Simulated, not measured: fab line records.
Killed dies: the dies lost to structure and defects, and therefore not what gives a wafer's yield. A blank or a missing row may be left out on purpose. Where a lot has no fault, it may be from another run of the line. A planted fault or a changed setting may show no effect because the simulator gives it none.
A struck lot beside a sound one + flow sky130 + 19 steps out of a route of 708
Sound: wafers L756.1, L756.3, L756.4. The struck wafers were L762.1, L762.3, L762.5. The cause comes at the end.
Each step with rows lists, per side, the tool, then ch with its chambers, then its first start. Under that, the readings that differ: sound wafers + struck wafers + difference of the means + sigmas: that difference in standard deviations of wafers without a fault.
alike: a reading whose means differ by less than 2 such deviations, as well as words and numbers matching on both sides. not compared: withheld readings; readings where some wafer has no value; bounds like >300 that might hide an equal value; numbers whose values overlap and for which the record gives no deviation.
A row with sigmas, a row that says differs or no value, or rows on one side alone: a step with any of these is where the two part. When numbers do not overlap yet have no deviation, they are printed without sigmas and do not part them. A reading that every wafer of one side lacks parts them only if that side has two wafers or more.

first, 1 step without rows for these wafers: SKY_LDD_HVP_IMPLANT_08.
SKY_LDD_HVP_STRIP_09: strips in O2/N2.
  sound on plasma_asher-02 ch 0,1, day 22 15:36; struck on plasma_asher-01 ch 0,1, day 25 03:07
  alike: chamber_pressure_mTorr, drypump_motor_current_A, o2_flow_sccm, oes_product_au, strip_time_to_endpoint_s
  not compared: rf_hours_counter_h
SKY_LDD_HVP_TW_MEAS_10:
  sound on film_metro-02 at day 22 15:42; struck on film_metro-03 at day 25 03:13
| reading    | sound       | struck      | difference | sigmas |
|------------|-------------|-------------|------------|--------|
| LDD_HVP_TW | 450 447 446 | 466 462 466 | +17        | +2     |
then, 7 steps without rows for these wafers: SKY_LDD_LDN_DEHYDRATE_00 (time 60 s); SKY_LDD_LDN_HMDS_01 (prime time 60 s); SKY_LDD_LDN_COAT_02 (resist thk 1140 nm); SKY_LDD_LDN_SOFTBAKE_03 (time 60 s); SKY_LDD_LDN_EXPOSE_04 (exposes mask LDNTM, target cd 700 nm); SKY_LDD_LDN_PEB_05; SKY_LDD_LDN_DEVELOP_06 (develop time 60 s).
SKY_LDD_LDN_OVL_MEAS_07:
  sound on overlay-01 at day 23 21:05; struck on overlay-01 at day 26 07:55
  alike: LDD_LDN_OVL
following that, these wafers have no rows for 1 step: SKY_LDD_LDN_IMPLANT_08.
SKY_LDD_LDN_IMPLANT_09:
  sound on implanter-01 ch 0, day 23 21:17; struck on implanter-03 ch 0, day 26 08:07
| reading                   | sound             | struck         | difference | sigmas |
|---------------------------|-------------------|----------------|------------|--------|
| implant_ion_amu           | 75 75 75          | 31 31 31       | -44        |        |
| model.implant.rp_nm (nm)  | 13.07 13.07 13.07 | 22.9 22.9 22.9 | +9.8       |        |
| model.implant.drp_nm (nm) | 5.933 5.933 5.933 | 10.9 10.9 10.9 | +5.0       |        |
  alike: dose_ions_cm2
then, 2 steps without rows for these wafers: SKY_LDD_LDN_IMPLANT_10; SKY_LDD_LDN_IMPLANT_11.
SKY_LDD_LDN_STRIP_12: strips in O2/N2.
  sound on plasma_asher-02 ch 0,1, day 23 21:44; struck on plasma_asher-02 ch 0,1, day 26 08:34
  alike: chamber_pressure_mTorr, drypump_motor_current_A, o2_flow_sccm, oes_product_au, strip_time_to_endpoint_s
  not compared: rf_hours_counter_h
SKY_LDD_LDN_TW_MEAS_13:
  sound on film_metro-01 at day 23 21:50; struck on film_metro-03 at day 26 08:40
  alike: LDD_LDN_TW
then, 1 step without rows for these wafers: SKY_LDD_LDN_CLEAN_14 (cleans in SC1/SC2, time 150 s).
-- a jump in the record: the struck wafers' starts before and after are 22 days apart (it breaks off in module LDD_LDN and resumes in module PAD_OPEN, where the first step shown is number 708 of the route) --
SKY_PAD_OPEN_PROBE_99:
  sound on prober-02 at day 46 08:31; struck on prober-02 at day 48 03:25
| reading                                     | sound                   | struck                 | difference | sigmas |
|---------------------------------------------|-------------------------|------------------------|------------|--------|
| model.etest.tip_sonos.rs_ohm_sq             | 2721 2668 2730          | 1943 1942 1936         | -766       |        |
| model.etest.sonos_uncharged.r_on_ohm_um     | 798.9 832.2 818.5       | 736.6 777.9 762.5      | -57.5      |        |
| model.etest.sonos_programmed.off_log10_a_um | -14.06 -13.9 -13.94     | -12.43 -13.12 -12.63   | +1.24      |        |
| model.etest.sonos_uncharged.vt_v (V)        | -0.4748 -0.3982 -0.4276 | -0.5718 -0.5241 -0.556 | -0.1171    |        |
| model.etest.sonos_erased.vt_v (V)           | -2.331 -2.242 -2.284    | -2.459 -2.434 -2.496   | -0.177     |        |
  alike: killed_at_M0_to_M3, killed_at_M4_up, killed_at_contacts, killed_at_front_end, killed_at_other, killed_dies, killed_open, killed_short
  not compared: model.etest.sonos_programmed.vt_v, model.etest.sonos_baked.vt_v

WHERE THEY PART
Within this record, at SKY_LDD_HVP_TW_MEAS_10 only. Later steps at which nothing parts them and some readings are alike: SKY_LDD_LDN_OVL_MEAS_07, SKY_LDD_LDN_IMPLANT_09, SKY_LDD_LDN_STRIP_12, SKY_LDD_LDN_TW_MEAS_13, SKY_PAD_OPEN_PROBE_99.

WHY: whatever the simulator had introduced
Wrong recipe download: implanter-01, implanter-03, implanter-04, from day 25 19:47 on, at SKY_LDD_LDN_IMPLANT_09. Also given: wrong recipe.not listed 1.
